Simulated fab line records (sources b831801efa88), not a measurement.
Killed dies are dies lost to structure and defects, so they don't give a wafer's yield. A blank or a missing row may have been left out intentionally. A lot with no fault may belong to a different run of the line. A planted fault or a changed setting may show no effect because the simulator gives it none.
Which tool is to blame?	flow gf180mcu	42 wafers from 14 lots sampled at 2 of the route's 602 steps

## WHAT THE GAUGES SHOWED, per wafer
GF_STI_BOW_MEAS_00. Usual: INCOMING_BOW typically reads 1 um, with standard deviation 6.2.
lot	measured	on	INCOMING_BOW (um)	flag
L771	day 1 10:01	filmMetro-03	7 5 -10	
L772	day 1 15:00	filmMetro-03	-10 4 -5	
L773	day 1 20:01	filmMetro-02	6 -10 -5	
L774	day 2 01:02	filmMetro-03	-4 2 -4	
L775	day 2 06:01	filmMetro-04	3 -1 6	
L776	day 2 11:00	filmMetro-02	-5 11 -6	
L777	day 2 16:00	filmMetro-03	9 -7 14	
L781	day 3 12:01	filmMetro-03	9 -5 -8	
L783	day 3 22:01	filmMetro-02	6 1 1	
L784	day 4 03:02	filmMetro-02	-8 4 2	
L786	day 4 13:00	filmMetro-02	-3 -1 -2	
L787	day 4 18:00	filmMetro-04	6 5 -5	
L788	day 4 23:02	filmMetro-02	-10 -5 0	
L794	day 6 05:00	filmMetro-04	-8 -7 8	

GF_STI_THK_MEAS_02. Usual: STI_OXIDATION_THK typically reads 9.92 nm, with standard deviation 0.21.
lot	measured	on	STI_OXIDATION_THK (nm)	flag
L771	day 1 11:31	filmMetro-02	9.90 9.88 10.13	
L772	day 1 16:31	filmMetro-02	10.02 10.03 10.11	
L773	day 1 21:32	filmMetro-02	10.19 9.91 10.14	
L774	day 2 03:11	filmMetro-04	9.82 9.82 9.76	
L775	day 2 07:31	filmMetro-02	10.13 10.17 9.98	
L776	day 2 12:33	filmMetro-02	9.97 10.05 10.04	
L777	day 2 17:52	filmMetro-04	9.52 9.33 9.45	
L781	day 3 13:59	filmMetro-02	10.04 10.02 10.02	
L783	day 3 23:31	filmMetro-02	9.63 9.62 9.80	
L784	day 4 05:36	filmMetro-03	9.90 10.09 10.03	
L786	day 4 15:39	filmMetro-03	10.20 10.22 9.94	
L787	day 4 19:31	filmMetro-02	9.88 9.93 10.01	
L788	day 5 00:44	filmMetro-02	10.10 10.06 10.11	
L794	day 6 07:07	filmMetro-02	9.94 9.94 9.93	

## WHAT TOOL EACH LOT RAN ON (gives the tool, then ch and the chambers of the sampled wafers, and finally the start)
Before these readings, the record contains no process step.

## AS READ BY THE TOOLS THEMSELVES (means over the sampled wafers that have a number; for cases with no such wafer, the mark the record gives instead)
The record holds no such reading with a usual standard deviation.

## THE ANSWER, worked out from the rows above alone
Rule: lot off if the mean of its wafers having a number is beyond 3 standard deviations from the usual mean. Also off: a lot with no number at a reading for which 4 or more lots have one. The other lots that the step has rows for count as sound. After the gauges, taken in route order, come the tools' own readings; for these a lot's mean is taken, as printed above. At the first step where some lot is off, the reading lying furthest off is the one used; lots without a number count as furthest.
No lot is off on any of the readings shown, so nothing can be concluded from this.

## WHAT WAS PUT IN BY THE SIMULATOR
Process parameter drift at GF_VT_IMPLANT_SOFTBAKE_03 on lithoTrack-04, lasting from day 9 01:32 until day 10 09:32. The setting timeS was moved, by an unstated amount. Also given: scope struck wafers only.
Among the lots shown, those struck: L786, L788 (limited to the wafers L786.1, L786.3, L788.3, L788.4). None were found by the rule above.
